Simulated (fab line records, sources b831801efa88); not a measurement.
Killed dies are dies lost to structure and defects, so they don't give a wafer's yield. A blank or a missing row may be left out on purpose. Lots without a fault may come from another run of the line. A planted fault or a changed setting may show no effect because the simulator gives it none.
fab line records | flow sky130
record lots=6 wafers=18 last_day=50
route steps=708 shown LDD_N@252 LDD_P@255 PAD_OPEN@708
lots that met no fault: from a run of the same line without faults
start_h: hours from the record's first day to the start of the lot's first wafer shown | wait_h: hours since the lot's step before | " the same as in the row above | L1.1+2: a row that stands for several wafers | - no value, or no start given | * or withheld: withheld | < > ~ a bound
route shown NAME@n: a module of which the file shows steps, and the number in the route of the first | usual: mean/standard deviation of fault-free wafers | same: alike in all rows | chamber/n: place in a boat | sites: the reading at each site | _std_site: their standard deviation | _edge_site: outer sites' mean less inner sites' | radius_mm: how far each site lies from the wafer's centre | mask NAME#n: copy n | behind: the tool/chamber that last shaped the wafer | hold: why the lot was held/for how many hours/how that ended | device: the transistor (n, p or np) that didn't switch | end of line: the same wafers' tests at the end of the route | a step without rows: its recipe alone | killed: dies lost to structure and defects at the first sort, not the wafer's yield | map: a wafer's dies, x killed, . not, _ none there
set.NAME: the setting as run; set.NAME@STEP: as run at that earlier step | model.NAME: the simulator's own value behind a step, which no gauge read
lots at some steps of the route; a table a step, a row a wafer
services: from which hour (start_h, from the record's first day; less than 0 if before it) a tool's chamber was out of use, for how many hours, and why
## steps
# step SKY_LDD_N_IMPLANT_15
# recipe species=BF2 energy_kev=50 dose_cm2=5e+12 tilt_deg=30 rotation_deg=270
# step SKY_LDD_N_STRIP_16
# recipe chemistry=O2/N2 power_w=1400 pressure_mtorr=1500 platen_temp_c=withheld o2_flow_sccm=3000 n2_flow_sccm=300 overash_fraction=0.5
# usual chamber_pressure_mTorr=1500.0/1.4 drypump_motor_current_A=5.9/0.39 oes_product_au=0.407/0.0047 strip_time_to_endpoint_s=4.315/0.016
# columns lot.wafer tool chamber start_h wait_h chamber_pressure_mTorr drypump_motor_current_A oes_product_au rf_hours_counter_h strip_time_to_endpoint_s
L843.2 plasma_asher-04 0 413.91 0.1 1500.4 6.6 0.409 23 4.350
L843.3 " 0 " " 1499.0 6.6 0.411 - 4.348
L843.4 " 1 " " 1502.0 5.4 0.411 - 4.363
L851.2 plasma_asher-03 1 505.74 0.1 1501.4 5.6 0.405 8 4.325
L851.3 " 0 " " 1500.6 6.0 0.408 - 4.305
L851.4 " 1 " " 1497.9 5.6 0.415 - 4.325
L850.1 plasma_asher-04 1 508.09 0.1 1499.2 5.4 0.400 33 4.323
L850.2 " 0 " " 1499.4 6.6 0.415 33 4.323
L850.6 " 0 " " 1499.1 6.6 0.404 - 4.315
L853.2 plasma_asher-03 1 511.58 0.1 1500.2 5.7 0.414 8 4.329
L853.4 " 1 " " 1499.7 5.6 0.405 - 4.314
L853.6 " 0 " " 1500.4 6.0 0.402 - 4.324
L862.2 plasma_asher-01 1 580.31 0.1 1497.5 5.9 0.409 77 4.317
L862.3 " 0 " " 1499.6 5.7 0.414 - 4.319
L862.6 " 0 " " 1498.7 5.7 0.410 - 4.330
L864.1 plasma_asher-04 1 597.68 0.1 1500.3 5.4 0.405 42 4.304
L864.2 " 0 " " 1499.4 6.6 0.405 42 4.316
L864.6 " 0 " " 1500.1 6.6 0.410 - 4.319
# step SKY_LDD_N_TW_MEAS_17
# usual LDD_N_TW=2578/35
# columns lot.wafer tool chamber start_h wait_h LDD_N_TW
L843.2 film_metro-01 - 414.02 0.1 2554
L843.3 " - " " 2541
L843.4 " - " " 2544
L851.2 film_metro-03 - 505.85 0.1 2590
L851.3 " - " " 2594
L851.4 " - " " 2597
L850.1 film_metro-01 - 508.19 0.1 2529
L850.2 " - " " 2530
L850.6 " - " " 2520
L853.2 film_metro-03 - 511.69 0.1 2592
L853.4 " - " " 2598
L853.6 " - " " 2609
L862.2 film_metro-03 - 580.42 0.1 2599
L862.3 " - " " 2596
L862.6 " - " " 2604
L864.1 film_metro-03 - 597.78 0.1 2612
L864.2 " - " " 2603
L864.6 " - " " 2607
# step SKY_LDD_P_DEHYDRATE_00
# recipe temp_c=200 time_s=60
# step SKY_LDD_P_HMDS_01
# recipe prime_time_s=60 prime_temp_c=120
# step SKY_LDD_P_COAT_02
# recipe resist=NOVOLAK spin_rpm=3000 resist_thk_nm=1140
# step SKY_LDD_P_SOFTBAKE_03
# recipe temp_c=90 time_s=60 resist=NOVOLAK
# step SKY_LDD_P_EXPOSE_04
# recipe mask_id=PSDM na=0.6 source_shape=conventional sigma_outer=0.6 polarization=unpolarized target_cd_nm=380 dose_mj=138
# step SKY_LDD_P_PEB_05
# recipe temp_c=withheld time_s=* resist=NOVOLAK
# step SKY_LDD_P_DEVELOP_06
# recipe resist=NOVOLAK developer=TMAH develop_time_s=60 dev_temp_c=23
# step SKY_LDD_P_CD_MEAS_07
# recipe target_cd_nm=380
# usual cd_nm=380.4/2.7
# columns lot.wafer tool chamber start_h wait_h cd_nm
L843.2 cd_sem-02 - 444.34 0.1 379.4
L843.3 " - " " 376.7
L843.4 " - " " 380.1
L851.2 cd_sem-02 - 535.74 0.1 375.4
L851.3 " - " " 373.3
L851.4 " - " " 376.8
L850.1 cd_sem-02 - 538.35 0.1 380.9
L850.2 " - " " 378.3
L850.6 " - " " 378.8
L853.2 cd_sem-02 - 542.04 0.1 380.9
L853.4 " - " " 379.0
L853.6 " - " " 379.2
L862.2 cd_sem-02 - 608.23 0.2 379.4
L862.3 " - " " 382.7
L862.6 " - " " 384.1
L864.1 cd_sem-02 - 626.82 0.1 383.1
L864.2 " - " " 382.7
L864.6 " - " " 382.8
# step SKY_LDD_P_OVL_MEAS_08
# usual LDD_P_OVL=2.4/1.6
# columns lot.wafer tool chamber start_h wait_h LDD_P_OVL[nm]
L843.2 overlay-02 - 444.45 0.1 6.0
L843.3 " - " " 5.2
L843.4 " - " " 4.7
L851.2 overlay-01 - 535.84 0.1 3.4
L851.3 " - " " 5.6
L851.4 " - " " 5.1
L850.1 overlay-01 - 538.47 0.1 1.9
L850.2 " - " " 2.0
L850.6 " - " " 3.1
L853.2 overlay-02 - 542.14 0.1 2.5
L853.4 " - " " 4.1
L853.6 " - " " 2.5
L862.2 overlay-02 - 608.34 0.1 1.3
L862.3 " - " " 2.0
L862.6 " - " " 2.7
L864.1 overlay-02 - 626.94 0.1 -0.3
L864.2 " - " " -1.0
L864.6 " - " " -0.1
# step SKY_LDD_P_IMPLANT_09
# recipe species=BF2 energy_kev=25 dose_cm2=1e+13 tilt_deg=withheld
# usual beam_energy_keV=24.998/0.0088 beam_on_s=10.03/0.24
# columns lot.wafer tool chamber start_h wait_h beam_energy_keV beam_on_s model.implant.rp_nm model.implant.drp_nm
L843.2 implanter-02 0 444.50 0.0 25.011 10.18 20.42 11.41
L843.3 " 0 " " 24.993 10.07 20.42 11.41
L843.4 " 0 " " 25.008 10.29 20.42 11.41
L851.2 implanter-02 0 535.90 0.0 25.011 9.84 20.58 11.41
L851.3 " 0 " " 25.005 9.94 20.58 11.41
L851.4 " 0 " " 25.011 10.23 20.58 11.41
L850.1 implanter-02 0 538.51 0.0 21.391 10.11 17.57 10.22
L850.2 " 0 " " 21.383 10.35 17.57 10.22
L850.6 " 0 " " 21.383 9.74 17.57 10.22
L853.2 implanter-02 0 542.20 0.0 21.379 10.21 17.46 10.22
L853.4 " 0 " " 21.388 10.24 17.46 10.22
L853.6 " 0 " " 21.384 9.92 17.46 10.22
L862.2 implanter-03 0 608.39 0.0 24.994 9.90 21.57 11.41
L862.3 " 0 " " 24.996 10.60 21.57 11.41
L862.6 " 0 " " 25.008 9.90 21.57 11.41
L864.1 implanter-03 0 626.97 0.0 24.988 10.17 20.66 11.41
L864.2 " 0 " " 24.985 10.54 20.66 11.41
L864.6 " 0 " " 24.998 9.78 20.66 11.41
# step SKY_LDD_P_STRIP_10
# recipe chemistry=O2/N2 power_w=1400 pressure_mtorr=1500 platen_temp_c=withheld o2_flow_sccm=3000 n2_flow_sccm=300 overash_fraction=0.5
# usual chamber_pressure_mTorr=1500.1/1.4 drypump_motor_current_A=5.7/0.42 oes_product_au=0.716/0.0046 strip_time_to_endpoint_s=14.18/0.041
# columns lot.wafer tool chamber start_h wait_h chamber_pressure_mTorr drypump_motor_current_A oes_product_au rf_hours_counter_h strip_time_to_endpoint_s
L843.2 plasma_asher-03 0 444.63 0.1 1497.8 6.0 0.711 2 14.17
L843.3 " 1 " " 1500.3 5.6 0.716 - 14.20
L843.4 " 0 " " 1502.6 6.0 0.718 - 14.18
L851.2 plasma_asher-02 0 536.02 0.1 1501.2 5.4 0.706 85 14.11
L851.3 " 0 " " 1499.2 5.4 0.710 - 14.19
L851.4 " 1 " " 1499.9 5.5 0.717 - 14.15
L850.1 plasma_asher-02 0 538.66 0.1 1499.3 5.4 0.708 85 14.17
L850.2 " 1 " " 1500.0 5.5 0.714 85 14.20
L850.6 " 0 " " 1500.8 5.3 0.714 - 14.20
L853.2 plasma_asher-04 1 542.32 0.1 1498.5 5.4 0.716 37 14.18
L853.4 " 1 " " 1498.9 5.4 0.712 - 14.15
L853.6 " 0 " " 1499.8 6.6 0.716 - 14.22
L862.2 plasma_asher-04 1 608.52 0.1 1501.4 5.4 0.720 43 14.15
L862.3 " 1 " " 1501.2 5.4 0.714 - 14.14
L862.6 " 1 " " 1498.0 5.4 0.719 - 14.12
L864.1 plasma_asher-04 0 627.12 0.1 1497.9 6.6 0.717 45 14.21
L864.2 " 1 " " 1501.9 5.4 0.716 45 14.22
L864.6 " 1 " " 1500.5 5.4 0.720 - 14.20
# step SKY_LDD_P_TW_MEAS_11
# usual LDD_P_TW=639/3
# columns lot.wafer tool chamber start_h wait_h hold LDD_P_TW
L843.2 film_metro-03 - 444.74 0.1 - 639
L843.3 " - " " - 641
L843.4 " - " " - 640
L851.2 film_metro-02 - 536.13 0.1 - 638
L851.3 " - " " - 641
L851.4 " - " " - 638
L850.1 film_metro-02 - 538.76 0.1 await_dispo/0.2h/release 612
L850.2 " - " " await_dispo/0.2h/release 614
L850.6 " - " " await_dispo/0.2h/release 608
L850.1 film_metro-02 - 539.01 0.2 - 613
L850.2 " - " " - 613
L850.6 " - " " - 612
L853.2 film_metro-04 - 542.43 0.1 await_dispo/0.2h/release 613
L853.4 " - " " await_dispo/0.2h/release 615
L853.6 " - " " await_dispo/0.2h/release 612
L853.2 film_metro-04 - 542.66 0.2 - 613
L853.4 " - " " - 617
L853.6 " - " " - 613
L862.2 film_metro-04 - 608.63 0.1 - 637
L862.3 " - " " - 639
L862.6 " - " " - 635
L864.1 film_metro-02 - 627.22 0.1 - 634
L864.2 " - " " - 632
L864.6 " - " " - 633
# step SKY_PAD_OPEN_PROBE_99
# usual killed_at_M0_to_M3=44/7.7 killed_at_M4_up=3.0/1.9 killed_at_contacts=25/5.6 killed_at_front_end=15/4.6 killed_at_other=0.3/0.47 killed_dies=86/9.9 killed_open=47/7.4 killed_short=39/5.9
# same gross_dies=492 killed_at_back_side=0
# columns lot.wafer tool chamber start_h wait_h killed_at_M0_to_M3 killed_at_M4_up killed_at_contacts killed_at_front_end killed_at_other killed_dies killed_open killed_short model.etest.tip_p.rs_ohm_sq
L843.2 prober-02 - 1086.95 0.1 32 1 25 20 0 78 50 28 6916
L843.3 prober-02 - 1087.00 0.2 43 4 21 10 0 78 42 36 6918
L843.4 prober-02 - 1087.05 0.2 50 4 29 14 0 97 51 46 6933
L851.2 prober-02 - 1144.01 0.1 42 2 19 13 1 77 45 32 6982
L851.3 prober-02 - 1144.06 0.2 52 2 15 20 0 89 59 30 6948
L851.4 prober-02 - 1144.11 0.2 40 3 14 15 1 73 41 32 6961
L850.1 prober-01 - 1144.78 0.1 38 4 18 18 0 78 42 36 7031
L850.2 prober-01 - 1144.83 0.1 42 3 19 19 1 84 39 45 7089
L850.6 prober-01 - 1145.03 0.2 57 2 29 17 0 105 61 44 7043
L853.2 prober-02 - 1146.61 0.1 40 4 30 17 0 91 47 44 6984
L853.4 prober-02 - 1146.71 0.2 45 1 21 24 2 93 46 47 6986
L853.6 prober-02 - 1146.81 0.2 31 5 35 17 0 88 57 31 7007
L862.2 prober-02 - 1189.96 0.1 39 2 36 13 0 90 43 47 6895
L862.3 prober-02 - 1190.01 0.2 43 4 22 22 0 91 51 40 6938
L862.6 prober-02 - 1190.16 0.2 36 5 27 12 1 81 38 43 6914
L864.1 prober-02 - 1199.07 0.1 49 1 21 19 1 91 55 36 6866
L864.2 prober-02 - 1199.12 0.1 40 4 15 10 0 69 31 38 6846
L864.6 prober-02 - 1199.32 0.2 26 5 14 14 0 59 33 26 6897
# killed by level:class
L843.2 CONTACT:geometric_particle:open=12 LI_CONTACT:geometric_particle:open=7 FIELD_ISO:geometric_particle:open=6 VIA1:geometric_particle:short=6 VIA2:geometric_particle:open=5 VIA3:geometric_particle:open=5 POLY_CUT:geometric_particle:open=4 LOCAL_INTERCONNECT:geometric_particle:short=4
L843.3 VIA1:geometric_particle:open=11 CONTACT:geometric_particle:open=10 METAL1:geometric_particle:short=6 VIA3:geometric_particle:open=6 VIA3:geometric_particle:short=5 LI_CONTACT:geometric_particle:open=4 FIELD_ISO:geometric_particle:open=3 POLY_GATE:geometric_particle:short=3
L843.4 CONTACT:geometric_particle:open=12 VIA1:geometric_particle:open=12 METAL1:geometric_particle:short=10 POLY_GATE:geometric_particle:open=7 LI_CONTACT:geometric_particle:open=6 METAL2:geometric_particle:short=6 CONTACT:geometric_particle:short=5 VIA1:geometric_particle:short=5
L851.2 VIA1:geometric_particle:open=14 METAL2:geometric_particle:short=6 CONTACT:geometric_particle:open=5 VIA3:geometric_particle:open=5 FIELD_ISO:geometric_particle:short=4 LI_CONTACT:geometric_particle:open=4 LOCAL_INTERCONNECT:geometric_particle:short=4 METAL1:geometric_particle:short=4
L851.3 VIA1:geometric_particle:open=15 FIELD_ISO:geometric_particle:open=12 VIA2:geometric_particle:open=8 VIA3:geometric_particle:open=8 LI_CONTACT:geometric_particle:open=5 METAL1:geometric_particle:short=5 VIA1:geometric_particle:short=5 METAL2:geometric_particle:short=5
L851.4 VIA1:geometric_particle:open=14 CONTACT:geometric_particle:open=7 FIELD_ISO:geometric_particle:open=4 POLY_GATE:geometric_particle:open=4 VIA3:geometric_particle:open=4 METAL2:geometric_particle:short=4 POLY_GATE:geometric_particle:short=3 LI_CONTACT:geometric_particle:open=3
L850.1 VIA2:geometric_particle:open=10 FIELD_ISO:geometric_particle:open=7 VIA1:geometric_particle:open=7 LOCAL_INTERCONNECT:geometric_particle:short=6 METAL1:geometric_particle:short=6 POLY_GATE:geometric_particle:open=5 VIA3:geometric_particle:short=5 LI_CONTACT:geometric_particle:open=4
L850.2 VIA1:geometric_particle:open=10 METAL1:geometric_particle:short=8 POLY_GATE:geometric_particle:short=7 CONTACT:geometric_particle:open=7 METAL2:geometric_particle:short=6 FIELD_ISO:geometric_particle:short=5 LI_CONTACT:geometric_particle:open=5 LOCAL_INTERCONNECT:geometric_particle:short=5
L850.6 VIA1:geometric_particle:open=20 LI_CONTACT:geometric_particle:open=11 VIA2:geometric_particle:open=9 METAL1:geometric_particle:short=7 VIA3:geometric_particle:open=7 CONTACT:geometric_particle:open=6 LI_CONTACT:geometric_particle:short=6 FIELD_ISO:geometric_particle:short=5
L853.2 CONTACT:geometric_particle:open=15 CONTACT:geometric_particle:short=10 VIA1:geometric_particle:open=9 VIA3:geometric_particle:open=6 POLY_GATE:geometric_particle:short=5 VIA1:geometric_particle:short=5 METAL2:geometric_particle:short=5 FIELD_ISO:geometric_particle:open=4
L853.4 VIA1:geometric_particle:open=12 POLY_GATE:geometric_particle:open=9 POLY_GATE:geometric_particle:short=7 VIA1:geometric_particle:short=6 CONTACT:geometric_particle:short=5 METAL3:geometric_particle:short=5 LOCAL_INTERCONNECT:geometric_particle:short=5 VIA3:geometric_particle:open=5
L853.6 VIA1:geometric_particle:open=11 LI_CONTACT:geometric_particle:open=10 CONTACT:geometric_particle:open=10 CONTACT:geometric_particle:short=9 VIA2:geometric_particle:open=7 POLY_GATE:geometric_particle:open=5 POLY_GATE:geometric_particle:short=4 SPACER:geometric_particle:open=3
L862.2 CONTACT:geometric_particle:open=12 CONTACT:geometric_particle:short=9 VIA2:geometric_particle:open=7 LI_CONTACT:geometric_particle:open=6 VIA3:geometric_particle:open=6 FIELD_ISO:geometric_particle:short=5 LOCAL_INTERCONNECT:geometric_particle:short=5 VIA1:geometric_particle:open=5
L862.3 VIA1:geometric_particle:open=11 FIELD_ISO:geometric_particle:open=7 VIA2:geometric_particle:open=7 CONTACT:geometric_particle:open=6 LI_CONTACT:geometric_particle:open=6 POLY_GATE:geometric_particle:open=5 CONTACT:geometric_particle:short=5 VIA3:geometric_particle:open=5
L862.6 CONTACT:geometric_particle:open=9 METAL1:geometric_particle:short=6 LI_CONTACT:geometric_particle:open=5 CONTACT:geometric_particle:short=5 VIA2:geometric_particle:open=5 METAL4:geometric_particle:short=5 VIA3:geometric_particle:open=4 LI_CONTACT:geometric_particle:short=4
L864.1 VIA1:geometric_particle:open=12 METAL2:geometric_particle:short=8 CONTACT:geometric_particle:open=7 METAL3:geometric_particle:short=5 VIA1:geometric_particle:short=5 VIA2:geometric_particle:open=5 VIA3:geometric_particle:open=5 FIELD_ISO:geometric_particle:open=4
L864.2 VIA2:geometric_particle:open=7 POLY_GATE:geometric_particle:short=6 METAL1:geometric_particle:short=5 CONTACT:geometric_particle:open=5 VIA1:geometric_particle:open=5 METAL3:geometric_particle:short=5 VIA1:geometric_particle:short=4 METAL2:geometric_particle:short=4
L864.6 VIA1:geometric_particle:open=8 LI_CONTACT:geometric_particle:open=6 VIA1:geometric_particle:short=6 CONTACT:geometric_particle:short=4 POLY_GATE:geometric_particle:short=3 SPACER:geometric_particle:open=3 VIA3:geometric_particle:open=3 METAL4:geometric_particle:open=3
## services
# columns tool chamber start_h hours kind
implanter-02 - 391.47 6.0 repair
plasma_asher-04 - 417.84 1.1 repair
plasma_asher-03 - 421.25 9.0 pm
plasma_asher-03 0 421.25 9.0 vent_cycle
plasma_asher-03 1 421.25 9.0 vent_cycle
plasma_asher-03 0 430.25 - clean
plasma_asher-03 1 430.25 - clean
implanter-03 - 431.04 2.7 repair
implanter-02 - 455.97 4.7 repair
implanter-03 - 464.32 1.6 repair
plasma_asher-01 - 477.47 1.2 repair
implanter-02 - 505.58 1.1 repair
plasma_asher-03 - 516.59 2.8 pm
plasma_asher-01 - 608.61 1.0 repair
## key
first_sign step=SKY_LDD_P_IMPLANT_09 reading=beam_energy_keV direction=down sigmas=99+ usual=* struck=*
effect step=SKY_LDD_P_TW_MEAS_11 reading=visit direction=added
effect step=SKY_LDD_P_TW_MEAS_11 reading=LDD_P_TW direction=down sigmas=8.7 usual=639 struck=612
model_effect step=SKY_LDD_P_IMPLANT_09 value=implant.rp_nm without=19.83 struck=17.51
model_effect step=SKY_PAD_OPEN_PROBE_99 value=etest.tip_p.rs_ohm_sq without=6878 struck=7023
met_at SKY_LDD_P_IMPLANT_09
struck_wafers L850.1,L850.2,L850.6,L853.2,L853.4,L853.6
tester_left_out L850,L853
onset_between 535.90 538.51
fault kind=process_parameter_drift tool=implanter-02 chamber=- onset_h=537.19 steps=SKY_LDD_P_IMPLANT_09 channel=energy_kev offset=* shape=step end_h=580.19 acts_in=* stated=*
# tester_left_out: of these lots the tester's yield and bins aren't shown, on N5 and GAA mostly nor the transistor test; their killed dies are dies lost to structure and defects alone, not to doping, threshold or leakage, so they don't give the yield
